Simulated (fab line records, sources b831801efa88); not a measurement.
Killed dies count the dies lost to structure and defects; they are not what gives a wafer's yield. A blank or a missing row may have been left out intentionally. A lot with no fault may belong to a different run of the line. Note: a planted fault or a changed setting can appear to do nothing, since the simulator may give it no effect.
Split-lot trial | flow sky130 | route with 708 steps; 5 lots, 23 wafers read

== ON THE SPLIT ==
At SKY_RES_XHIGH_COAT_02 (resist thk 1140 nm), the setting spin_rpm was moved away from the recipe's 3000 rpm on 10 of the 23 wafers read, by -4.8% to +3.4%. All remaining wafers had this setting at the recipe value.

The split's own step is where the reading is taken.

== THE READING ==
NOVOLAK_of_RES_XHIGH_COAT_02.thk_nm (the simulator's own value, which no gauge read), in nm, at SKY_RES_XHIGH_COAT_02 (resist thk 1140 nm). The file does not state a usual value for it. Average 1140 nm, standard deviation 2.5 nm, over the 13 wafers here run with the recipe.

wafer  | tool, chamber at the split | spin_rpm as run, rpm | against the recipe | NOVOLAK_of_RES_XHIGH_COAT_02.thk_nm, nm | against lot-mates on the recipe
L077.2 | litho_track-04, 0          | 3000                 | recipe             | 1140                                    | -
L077.3 | litho_track-04, 0          | 3094                 | +3.1%              | 1123                                    | -17
L077.4 | litho_track-04, 0          | 3094                 | +3.1%              | 1124                                    | -16
L077.5 | litho_track-04, 0          | 3000                 | recipe             | 1139                                    | -
L077.6 | litho_track-04, 0          | 3000                 | recipe             | 1142                                    | -
L078.1 | litho_track-01, 0          | 3000                 | recipe             | 1135                                    | -
L078.2 | litho_track-01, 0          | 3000                 | recipe             | 1141                                    | -
L078.3 | litho_track-01, 0          | 3000                 | recipe             | 1139                                    | -
L078.4 | litho_track-01, 0          | 2868                 | -4.4%              | 1166                                    | +28
L078.5 | litho_track-01, 0          | 2868                 | -4.4%              | 1162                                    | +24
L080.1 | litho_track-02, 0          | 3000                 | recipe             | 1142                                    | -
L080.2 | litho_track-02, 0          | 2856                 | -4.8%              | 1173                                    | +30
L080.6 | litho_track-02, 0          | 2856                 | -4.8%              | 1173                                    | +30
L080.4 | litho_track-02, 0          | 3000                 | recipe             | 1143                                    | -
L080.5 | litho_track-02, 0          | 2856                 | -4.8%              | 1168                                    | +26
L081.1 | litho_track-01, 0          | 3000                 | recipe             | 1142                                    | -
L081.2 | litho_track-01, 0          | 3102                 | +3.4%              | 1124                                    | -18
L081.3 | litho_track-01, 0          | 3102                 | +3.4%              | 1122                                    | -20
L081.5 | litho_track-01, 0          | 3102                 | +3.4%              | 1123                                    | -18
L081.6 | litho_track-01, 0          | 3000                 | recipe             | 1141                                    | -
L082.1 | litho_track-01, 0          | 3000                 | recipe             | 1138                                    | -
L082.4 | litho_track-01, 0          | 3000                 | recipe             | 1136                                    | -
L082.5 | litho_track-01, 0          | 3000                 | recipe             | 1136                                    | -

THE FIT
A straight line over all 23 wafers: NOVOLAK_of_RES_XHIGH_COAT_02.thk_nm changes by -5.77 nm for each +1% of spin_rpm; r = -0.98; the points scatter about the line by 2.9 nm.
The same after taking each lot's own level away (the mean of its wafers on the recipe; 23 wafers): -5.75 nm for each +1%; r = -0.99; scatter 1.7 nm.
The reading moves by 28 nm for the largest change in spin_rpm, on that fit.
Across the lots, their own levels run from 1136.7 to 1142.5 nm, a range of 2.3 times the standard deviation given above.
The two slopes agree, so the slope changes little with the lot-to-lot level.
Check: for one of the wafers moved furthest among these (-4.8%), held out of the fit, the line's prediction against its lot-mates is +27.5 nm. It came out at +30.5 nm against them.

== ADDITIONAL SPLITS CARRIED BY THESE WAFERS ==
Other splits were also applied to these wafers ahead of the reading. Each is held against what the fit with the lots' levels taken away leaves over:
other split on the same wafers    | wafers away from the commonest value | r with NOVOLAK_of_RES_XHIGH_COAT_02.thk_nm (lot level and that fit taken away)
SKY_LDD_HVP_IMPLANT_08 energy_kev | 7                                    | +0.11
SKY_SD_P_IMPLANT_09 dose_cm2      | 8                                    | +0.08

== THE WHOLE CHAIN: every reading that the file lists as answering this split, in the file's order ==
step                   | what it does       | reading                                                                              | change (the file's fit)              | r (the file's)
SKY_RES_XHIGH_COAT_02  | resist thk 1140 nm | NOVOLAK_of_RES_XHIGH_COAT_02.thk_nm (the simulator's own value, which no gauge read) | -5.82 nm for each +1% of the setting | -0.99
SKY_RES_XHIGH_STRIP_08 | strips in O2/N2    | strip_time_to_endpoint_s                                                             | withheld for each +1% of the setting | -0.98

== THE FILE'S OWN FIT ==
NOVOLAK_of_RES_XHIGH_COAT_02.thk_nm changes by -5.82 nm for each +1% of spin_rpm, r = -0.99.
